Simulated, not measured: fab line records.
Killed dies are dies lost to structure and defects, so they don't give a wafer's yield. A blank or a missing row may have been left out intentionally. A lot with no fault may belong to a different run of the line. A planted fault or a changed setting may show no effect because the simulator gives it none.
Chamber matching / flow sky130 / SKY_VIA1_CMP_24 on cmp-01 has 4 sister chambers
The step polishes, stops on SiO2, t overpolish 15 s, target thk 0 nm. 4 wafers are shown with their chamber, then 6 later ones without.

WAFERS, EACH WITH ITS CHAMBER
wafer=L416.6; chamber=0; motor current A (A)=10.3
wafer=L417.6; chamber=1; motor current A (A)=8.9
wafer=L425.1; chamber=2; motor current A (A)=10.9
wafer=L425.6; chamber=3; motor current A (A)=9.9

WAFERS MISSING THEIR CHAMBER
wafer=L430.3; motor current A (A)=10.7
wafer=L430.5; motor current A (A)=10.2
wafer=L430.6; motor current A (A)=9.9
wafer=L437.1; motor current A (A)=10.4
wafer=L437.2; motor current A (A)=8.9
wafer=L437.3; motor current A (A)=10.1

EACH ONE'S CHAMBER
wafer=L430.3; from the rows above=can't be placed: 2 or 0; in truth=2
wafer=L430.5; from the rows above=can't be placed: 0 or 3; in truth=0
wafer=L430.6; from the rows above=3; in truth=3
wafer=L437.1; from the rows above=0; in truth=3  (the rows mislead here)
wafer=L437.2; from the rows above=1; in truth=1
wafer=L437.3; from the rows above=can't be placed: 3 or 0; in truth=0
Correctly placed: 2 of 6. Cannot be placed on the basis of these rows: 3; the candidates contain the true chamber in 3. Wrongly placed: 1.
How it was worked out, from the rows above alone: a wafer's distance from a chamber is the root of the sum, over the readings, of the square of ((its reading less the chamber's mean) divided by the reading's scatter). If the next closest chamber is less than 2 further off than the closest, the wafer can't be placed; otherwise it belongs to the closest. Each chamber's mean is taken over the wafers shown for it. The scatter (one wafer shown for each chamber): square how far every hidden wafer sits from the nearest shown wafer, average those squares and take the square root.
